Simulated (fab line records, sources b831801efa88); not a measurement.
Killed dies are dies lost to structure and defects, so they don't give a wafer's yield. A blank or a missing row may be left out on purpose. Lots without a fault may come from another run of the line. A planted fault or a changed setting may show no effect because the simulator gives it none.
Problem report in the 8D (eight disciplines) form, filled by code | flow gf180mcu | the parts of the form that need people (team, actions taken, sign-off) are left out

1. THE PROBLEM
MVSD_TW at GF_MVSD_TW_MEAS_11 reads a mean of 1724 on 4 wafers of 3 lots; wafers without a fault read 1581 with a standard deviation of 8.1. That is +18 standard deviations from the usual mean.
First seen on wafer L756.4, day 7 02:53, on film_metro-04. The record holds 37 wafers of 13 lots with a number at this step. Rule for "out", or "out of limits": more than 4 standard deviations from the usual mean. The other wafers with a number count as sound.

2. WHAT IT IS AND WHAT IT IS NOT
question                    | is                             | is not
which readings at this step | MVSD_TW                        | -
which lots                  | L756, L763, L764               | L747, L748, L749, L751, L754, L755, L758, L765, L767, L769
which wafers of those lots  | L756.4, L763.3, L763.4, L764.4 | L756.5, L764.1, L764.6
read on which gauges        | film_metro-03, film_metro-04   | film_metro-01
when                        | from day 7 02:53               | up to then (19 sound wafers); but 14 sound wafers of L758, L764, L765, L767, L769 came after

3. SUSPECTS, AND WHAT RULES EACH OUT
Counting: a tool at a process step up to the reading stays a suspect if it ran every lot that is out. Sound lots after the first of them don't rule it out here, since some wafers of a struck lot are sound.
- the gauge at GF_MVSD_TW_MEAS_11: ruled out. The wafers that are out were read on 2 gauges (film_metro-03, film_metro-04).
- implanter-02 at GF_MVSD_IMPLANT_08: kept. It ran every lot that is out, first L756 (day 7 02:32); its last sound lot up to then is L755 (day 6 17:28). Its own readings are out on those wafers: beam_on_s, faraday_current_uA.
Left after counting: implanter-02 at GF_MVSD_IMPLANT_08.

4. THE CAUSE (what the simulator had put in)
Process parameter drift: implanter-02, from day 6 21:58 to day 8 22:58, at GF_MVSD_IMPLANT_08. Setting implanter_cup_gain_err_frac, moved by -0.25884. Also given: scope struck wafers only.
Counting left only this tool.

5. THE CHAIN OF EFFECTS, in route order
Each row: a reading whose mean over the struck wafers that have a number lies more than 3 standard deviations from the usual. Only readings for which the record gives a usual standard deviation are gone through. hours: the time from each lot's start at the first step in this table that gives one to its start at this step, as a median over the lots. sigmas: the change in usual standard deviations.
hours | step                     | reading            | usual        | on struck wafers | change | sigmas
0     | GF_MVSD_IMPLANT_08       | beam_on_s          | 10.00 s      | 13.43            | +3.43  | +17
0     | GF_MVSD_IMPLANT_08       | faraday_current_uA | 90.2         | 67.2             | -23.0  | -14
0     | GF_MVSD_TW_MEAS_11       | MVSD_TW            | 1581         | 1724             | +144   | +18
92    | GF_VT_IMPLANT_RS_MEAS_46 | MVSD_RS            | 456.9 ohm/sq | 394.0            | -62.9  | -63
The process steps in it:
- GF_MVSD_IMPLANT_08
Later measuring or inspecting steps at which every struck wafer that the step has a row for has a number for every such reading, and none has moved that far: GF_V2_BOW_MEAS_05, GF_V4_RS_MEAS_24.

6. WHAT WOULD HAVE CAUGHT IT SOONER
In this record the first reading out of limits at a measuring or inspecting step was taken at day 7 02:53, 5 hours after the fault began at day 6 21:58.
The tool's own readings at GF_MVSD_IMPLANT_08 were out on every struck wafer that the step has a row for (beam_on_s, faraday_current_uA): an alarm limit on them would have fired on the first of those.
Of the lots that are out (3), L763, L764 began GF_MVSD_IMPLANT_08 on implanter-02 after day 7 02:53. A hold on the tool at that time would have spared those 2.
